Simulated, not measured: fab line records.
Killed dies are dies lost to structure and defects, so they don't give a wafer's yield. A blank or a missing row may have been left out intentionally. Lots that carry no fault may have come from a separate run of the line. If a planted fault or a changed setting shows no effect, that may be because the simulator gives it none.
Which tool is to blame?	flow gf180mcu	Sampling: 24 lots, 72 wafers, 5 of 602 route steps

WHAT THE GAUGES READ, wafer by wafer
GF_STI_THK_MEAS_24. Usual: STI_CVD_23_THK 653 nm, standard deviation 6.5.
lot	measured	on	STI_CVD_23_THK (nm)	flag
L074	day 2 10:02	filmMetro-01	651 649 655	
L075	day 2 10:04	filmMetro-02	648 647 644	
L076	day 2 17:04	filmMetro-03	658 658 663	
L077	day 3 01:15	filmMetro-03	657 656 658	
L078	day 3 02:31	filmMetro-03	658 652 652	
L079	day 3 07:05	filmMetro-02	648 635 653	
L080	day 3 12:36	filmMetro-02	645 650 647	
L081	day 3 16:22	filmMetro-02	655 651 651	
L082	day 3 21:11	filmMetro-01	656 663 660	
L083	day 4 02:22	filmMetro-02	651 650 650	
L084	day 4 08:25	filmMetro-03	656 662 652	
L085	day 4 12:16	filmMetro-03	654 655 648	
L086	day 4 17:39	filmMetro-01	652 649 666	
L087	day 4 22:46	filmMetro-01	641 663 647	
L088	day 5 04:33	filmMetro-02	661 668 666	
L089	day 5 08:43	filmMetro-03	656 647 653	
L090	day 5 14:41	filmMetro-01	654 653 661	
L091	day 5 18:43	filmMetro-01	642 660 648	
L092	day 6 01:40	filmMetro-02	650 649 654	
L093	day 6 06:01	filmMetro-01	642 648 650	
L094	day 6 11:33	filmMetro-02	659 664 656	
L095	day 6 16:39	filmMetro-03	644 647 650	
L096	day 6 22:55	filmMetro-03	651 655 663	
L097	day 7 03:48	filmMetro-01	653 658 657	

GF_PSD_OVL_MEAS_08. Usual: PSD_OVL 0.4 nm, standard deviation 1.1.
lot	measured	on	PSD_OVL (nm)	flag
L074	day 15 00:42	overlay-01	-0.8 0.5 -1.4	
L075	day 15 07:58	overlay-01	-0.4 -1.6 -0.4	
L076	day 15 13:17	overlay-01	1.4 -0.2 1.8	
L077	day 16 04:17	overlay-02	-0.3 2.1 1.1	
L078	day 16 15:05	overlay-01	0.9 1.8 1.0	
L079	day 16 22:53	overlay-01	1.6 0.0 1.3	
L080	day 16 23:01	overlay-01	-0.4 -1.6 -1.2	
L081	day 17 14:23	overlay-01	1.3 0.0 -1.1	
L082	day 17 14:35	overlay-02	1.4 0.6 1.0	
L083	day 18 05:35	overlay-01	1.3 1.3 1.2	
L084	day 18 12:33	overlay-01	1.0 1.4 2.2	
L085	day 18 22:56	overlay-02	1.0 2.4 1.7	
L086	day 18 23:53	overlay-02	-0.1 -2.0 1.4	
L087	day 19 11:50	overlay-01	-1.1 1.7 0.6	
L088	day 19 18:14	overlay-01	0.0 0.5 0.3	
L089	day 20 06:26	overlay-01	0.2 -0.4 -0.2	
L090	day 20 11:01	overlay-02	0.9 0.8 1.4	
L091	day 20 21:35	overlay-02	1.4 0.6 -1.6	
L092	day 21 03:00	overlay-01	0.3 -1.5 -0.9	
L093	day 21 09:14	overlay-01	-0.3 -0.6 -1.2	
L094	day 21 19:11	overlay-02	0.5 2.7 1.0	
L095	day 22 02:26	overlay-01	-0.4 0.2 -1.3	
L096	day 22 11:06	overlay-02	2.6 0.8 0.7	
L097	day 22 21:21	overlay-02	0.6 1.0 -0.2	

GF_M4_CD_MEAS_14: target cd 280 nm. Usual: cdNm at 279.7 nm, with a standard deviation of 1.1.
lot	measured	on	cdNm (nm)	flag
L074	day 24 12:05	cdSem-02	281.1 281.0 279.3	
L075	day 24 20:19	cdSem-01	280.3 279.0 278.9	
L076	day 24 21:46	cdSem-01	280.0 279.8 280.5	
L077	day 25 12:18	cdSem-01	279.5 280.4 280.5	
L078	day 25 22:44	cdSem-01	278.8 278.4 279.9	
L079	day 26 04:15	cdSem-02	280.4 279.9 279.6	
L080	day 26 04:40	cdSem-02	281.2 280.0 281.0	
L081	day 26 20:58	cdSem-02	280.6 281.3 281.0	
L082	day 26 21:20	cdSem-01	282.1 282.2 280.3	
L083	day 27 08:44	cdSem-02	279.2 280.2 280.2	
L084	day 27 14:13	cdSem-02	276.6 277.5 277.5	
L085	day 28 00:14	cdSem-01	279.8 280.3 280.5	
L086	day 28 00:35	cdSem-02	280.2 280.6 278.6	
L087	day 28 09:01	cdSem-02	280.5 279.0 280.3	
L088	day 28 13:21	cdSem-01	279.0 278.0 278.3	
L089	day 28 23:06	cdSem-01	280.9 281.0 281.6	
L090	day 29 05:16	cdSem-01	280.4 280.8 280.7	
L091	day 29 13:00	cdSem-01	280.2 279.7 279.8	
L092	day 29 17:11	cdSem-02	279.0 279.2 279.4	
L093	day 29 19:42	cdSem-01	279.8 281.7 280.1	
L094	day 30 04:13	cdSem-01	277.4 278.9 279.8	
L095	day 30 11:53	cdSem-02	277.5 279.0 278.0	
L096	day 30 16:59	cdSem-01	278.6 279.8 279.5	
L097	day 31 02:27	cdSem-01	279.2 278.4 279.3	

GF_V4_BOW_MEAS_05. Usual: V4_BOW 137 um, standard deviation 8.8.
lot	measured	on	V4_BOW (um)	flag
L074	day 24 13:31	filmMetro-01	125 110 107	
L075	day 24 21:41	filmMetro-03	127 151 141	
L076	day 24 23:10	filmMetro-04	136 125 132	
L077	day 25 13:44	filmMetro-03	137 133 138	
L078	day 26 00:07	filmMetro-01	139 140 140	
L079	day 26 05:37	filmMetro-04	128 132 147	
L080	day 26 06:02	filmMetro-03	144 151 134	
L081	day 26 22:28	filmMetro-01	141 134 150	
L082	day 26 22:42	filmMetro-03	132 133 132	
L083	day 27 10:06	filmMetro-01	131 143 148	
L084	day 27 15:35	filmMetro-03	139 141 143	
L085	day 28 01:36	filmMetro-04	126 134 125	
L086	day 28 02:04	filmMetro-04	135 135 137	
L087	day 28 10:23	filmMetro-03	144 132 139	
L088	day 28 14:43	filmMetro-03	135 132 143	
L089	day 29 00:32	filmMetro-04	148 145 135	
L090	day 29 07:01	filmMetro-01	121 127 137	
L091	day 29 15:14	filmMetro-01	150 146 147	
L092	day 29 18:42	filmMetro-04	139 143 145	
L093	day 29 21:18	filmMetro-03	130 128 129	
L094	day 30 05:41	filmMetro-01	141 137 140	
L095	day 30 13:21	filmMetro-03	137 125 137	
L096	day 30 18:29	filmMetro-01	147 148 149	
L097	day 31 03:49	filmMetro-01	145 137 132	

WHICH TOOL RAN EACH LOT (tool, then ch and the chambers of the sampled wafers, then the start)
lot	GF_M2_SPUTTER_04
L074	pvdSputter-01, day 19 06:10
L075	pvdSputter-04, day 19 15:39
L076	pvdSputter-01, day 19 19:31
L077	pvdSputter-02, day 20 11:29
L078	pvdSputter-04, day 21 00:16
L079	pvdSputter-01, day 21 07:49
L080	pvdSputter-02, day 21 08:16
L081	pvdSputter-04, day 22 00:37
L082	pvdSputter-02, day 22 00:58
L083	pvdSputter-04, day 22 14:34
L084	pvdSputter-01, day 22 21:23
L085	pvdSputter-02, day 23 07:33
L086	pvdSputter-02, day 23 10:00
L087	pvdSputter-01, day 23 18:10
L088	pvdSputter-02, day 24 00:55
L089	pvdSputter-01, day 24 12:17
L090	pvdSputter-01, day 24 16:40
L091	pvdSputter-02, day 25 00:37
L092	pvdSputter-01, day 25 05:04
L093	pvdSputter-02, day 25 08:53
L094	pvdSputter-02, day 25 18:05
L095	pvdSputter-01, day 26 00:57
L096	pvdSputter-02, day 26 08:25
L097	pvdSputter-02, day 26 18:24
- GF_M2_SPUTTER_04: material TiN, target thk 50 nm, time 41.7 s.

WHAT THE TOOLS THEMSELVES READ (means of the sampled wafers that have a number; where no wafer has one, the mark that the record gives instead)
GF_M2_SPUTTER_04. Usual: throttleValvePct at 29.9 %, with a standard deviation of 0.77.
lot	tool	throttleValvePct (%)	flag
L074	pvdSputter-01	30.1	
L075	pvdSputter-04	29.4	
L076	pvdSputter-01	30.6	
L077	pvdSputter-02	29.8	
L078	pvdSputter-04	28.9	
L079	pvdSputter-01	30.0	
L080	pvdSputter-02	30.2	
L081	pvdSputter-04	29.0	
L082	pvdSputter-02	30.1	
L083	pvdSputter-04	29.2	
L084	pvdSputter-01	30.3	
L085	pvdSputter-02	30.0	
L086	pvdSputter-02	29.9	
L087	pvdSputter-01	30.2	
L088	pvdSputter-02	30.1	
L089	pvdSputter-01	30.8	
L090	pvdSputter-01	29.8	
L091	pvdSputter-02	30.2	
L092	pvdSputter-01	29.9	
L093	pvdSputter-02	29.9	
L094	pvdSputter-02	29.9	
L095	pvdSputter-01	30.2	
L096	pvdSputter-02	30.2	
L097	pvdSputter-02	30.1	

THE ANSWER, worked out from the rows above alone
Rule: take the mean of a lot's wafers that have a number; if it is more than 3 standard deviations from the usual mean, the lot is off. Also off: a lot with no number at a reading for which 4 or more lots have one. All remaining lots with rows at the step are treated as sound. The gauges are gone through in route order, then the tools' own readings, and for those a lot's mean is taken as printed above. At the first step where some lot is off, the reading lying furthest off is the one used; lots without a number count as furthest.
Across all readings shown, no lot is off: no conclusion can be drawn from this.

WHAT WAS PUT IN BY THE SIMULATOR
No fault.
